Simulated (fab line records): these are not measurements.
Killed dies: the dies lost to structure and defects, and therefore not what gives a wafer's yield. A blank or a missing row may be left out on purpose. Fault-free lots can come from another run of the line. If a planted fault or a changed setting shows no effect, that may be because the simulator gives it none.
2 desks looking at one fault | flow gf180mcu | what lay behind the numbers comes last; until then each desk has only its own

AT THE METROLOGY DESK
What the gauges read, lot by lot, whatever tool the lot ran on: means of the sampled wafers that have a number. Any lot whose mean is over 4 standard deviations away from the usual mean is out of limits and marked OUT; that distance is given in the brackets.
Columns: A = VT_IMPLANT_OVL at GF_VT_IMPLANT_OVL_MEAS_07, usual 0.1 nm; B = SALICIDE_TIN_RS at GF_SALICIDE_RS_MEAS_04, usual 16.61 ohm/sq; C = V1_OVL at GF_V1_OVL_MEAS_15, usual 1 nm
lot  | first seen here | A    | B     | C
L859 | day 5 17:05     | -0.1 | 16.52 | -2
L863 | day 7 00:33     | 0.8  | 16.62 | 0
L866 | day 7 20:04     | -0.1 | 16.71 | 1
L872 | day 9 00:52     | 0.1  | 16.22 | -8
L873 | day 9 06:13     | -0.9 | 16.67 | -1
L874 | day 9 11:14     | 0.6  | 16.86 | 2
L875 | day 9 16:47     | 0.1  | 16.29 | 3
L876 | day 10 00:20    | -1.0 | 16.53 | 5
L878 | day 10 13:25    | -0.7 | 16.42 | -3
L879 | day 10 19:32    | 1.0  | 16.52 | 7
L880 | day 11 00:20    | 1.2  | 16.73 | -1
L882 | day 11 14:43    | 1.5  | 16.72 | 5
Finding of this desk: none of the 12 lots has anything out of limits.

THE TOOL OWNER'S DESK: plasma asher-04
The tool's own readings at GF_MVSD_STRIP_10 (strips in O2/N2): means of the sampled wafers that have a number, for each lot that ran on this tool. Any lot whose mean is over 4 standard deviations away from the usual mean is out of limits and marked OUT; that distance is given in the brackets.
Columns: A = drypump motor current A at GF_MVSD_STRIP_10, usual 5.69 A; B = heater power w at GF_MVSD_STRIP_10, usual 331 W; C = n2 flow sccm at GF_MVSD_STRIP_10, usual 300.1 sccm; D = oes product au at GF_MVSD_STRIP_10, usual 0.724 a.u.; E = strip time to endpoint s at GF_MVSD_STRIP_10, usual 36.93 s
lot  | first seen here | A    | B   | C     | D               | E
L866 | day 6 12:35     | 5.71 | 325 | 299.5 | 0.964 (+53) OUT | -
L876 | day 8 13:43     | 5.70 | 331 | 300.4 | 0.725           | 36.93
This desk's finding: out of limits on L866; first on L866, day 6 12:35 (oes product au at GF_MVSD_STRIP_10). L876: within limits.

PUT TOGETHER
At day 6 12:35, on L866, the tool owner's desk was in a position to raise an alarm.
Nothing out of limits was seen by the metrology desk.
The metrology desk has L866 on record, within its limits.
All the named lots went through GF_MVSD_STRIP_10 on plasma asher-04.

WHAT THE SIMULATOR HAD PUT IN
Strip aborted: plasma asher-04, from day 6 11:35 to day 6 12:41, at GF_MVSD_STRIP_10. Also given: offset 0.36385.
Struck lots among those shown: L866.
Hours from the fault's start to each desk's first reading out of limits: the tool owner's desk, 1.
